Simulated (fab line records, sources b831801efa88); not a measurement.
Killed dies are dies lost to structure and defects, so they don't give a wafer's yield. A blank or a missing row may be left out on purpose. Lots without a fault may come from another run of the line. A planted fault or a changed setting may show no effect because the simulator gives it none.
One fault seen from 2 desks | flow sky130 | each desk has only its own numbers; what lay behind them comes last

THE METROLOGY DESK
What the gauges read, lot by lot, whatever tool the lot ran on: means of the sampled wafers that have a number. A lot is out of limits, marked OUT, if its mean lies more than 4 standard deviations from the usual mean; the brackets give that distance.
Columns: A = FIELD_ISO_CVD_24_THK at SKY_FIELD_ISO_THK_MEAS_25, usual 593 nm; B = cd_nm at SKY_CONTACT_CD_MEAS_14, usual 170.4 nm
lot  | first seen here | A   | B
L167 | day 2 07:50     | 590 | 168.8
L168 | day 2 14:47     | 599 | 170.7
L169 | day 2 17:55     | 586 | 172.6
L170 | day 2 21:46     | 591 | 171.6
L174 | day 4 01:38     | 592 | 171.9
L179 | day 4 23:45     | 598 | 167.5
L181 | day 5 08:24     | 589 | 169.3
L182 | day 5 13:04     | 580 | 170.8
L184 | day 6 00:11     | 597 | 169.6
L185 | day 6 06:22     | 596 | 169.5
L187 | day 6 14:56     | 603 | 169.7
L188 | day 6 21:43     | 586 | 169.2
L189 | day 7 02:36     | 599 | 167.7
This desk's finding: nothing out of limits on any of the 13 lots.

THE TOOL OWNER'S DESK: rie_diel-01
The tool's own readings at SKY_POLY_GATE_ETCH_15 (etches BARC in N2/H2, stops on SiO2, time 118.5 s, target depth 110 nm): means of the sampled wafers that have a number, for each lot that ran on this tool. A lot is out of limits, marked OUT, if its mean lies more than 4 standard deviations from the usual mean; the brackets give that distance.
Columns: A = bias_w at SKY_POLY_GATE_ETCH_15, usual 99.9 W; B = drypump_motor_current_A at SKY_POLY_GATE_ETCH_15, usual 5.7 A; C = oes_product_au at SKY_POLY_GATE_ETCH_15, usual 0.717 a.u.; D = throttle_valve_pct at SKY_POLY_GATE_ETCH_15, usual 13.213 %
lot  | first seen here | A              | B   | C     | D
L167 | day 16 08:16    | 99.9           | 5.4 | 0.720 | 13.213
L169 | day 16 19:16    | 99.7           | 5.5 | 0.719 | 13.213
L174 | day 19 10:50    | 73.8 (-84) OUT | 5.6 | 0.720 | 13.217
L179 | day 21 00:04    | 74.2 (-83) OUT | 5.4 | 0.715 | 13.208
L189 | day 24 16:54    | 99.9           | 5.4 | 0.719 | 13.203
This desk's finding: out of limits on L174, L179; first on L174, day 19 10:50 (bias_w at SKY_POLY_GATE_ETCH_15). In limits: L167, L169, L189.

PUT TOGETHER
The tool owner's desk could have raised an alarm at day 19 10:50, on L174, L179.
The metrology desk saw nothing out of limits.
The metrology desk has L174, L179 on record, within its limits.
Of the lots named, all ran SKY_POLY_GATE_ETCH_15 on rie_diel-01.

WHAT THE SIMULATOR HAD PUT IN
Process parameter drift: rie_diel-01, from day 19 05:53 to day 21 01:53, at SKY_POLY_GATE_ETCH_15. Setting bias_w, moved by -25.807, from 100. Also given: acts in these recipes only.
Lots struck among those shown: L174, L179.
Hours from the fault's start to each desk's first reading out of limits: the tool owner's desk, 5.
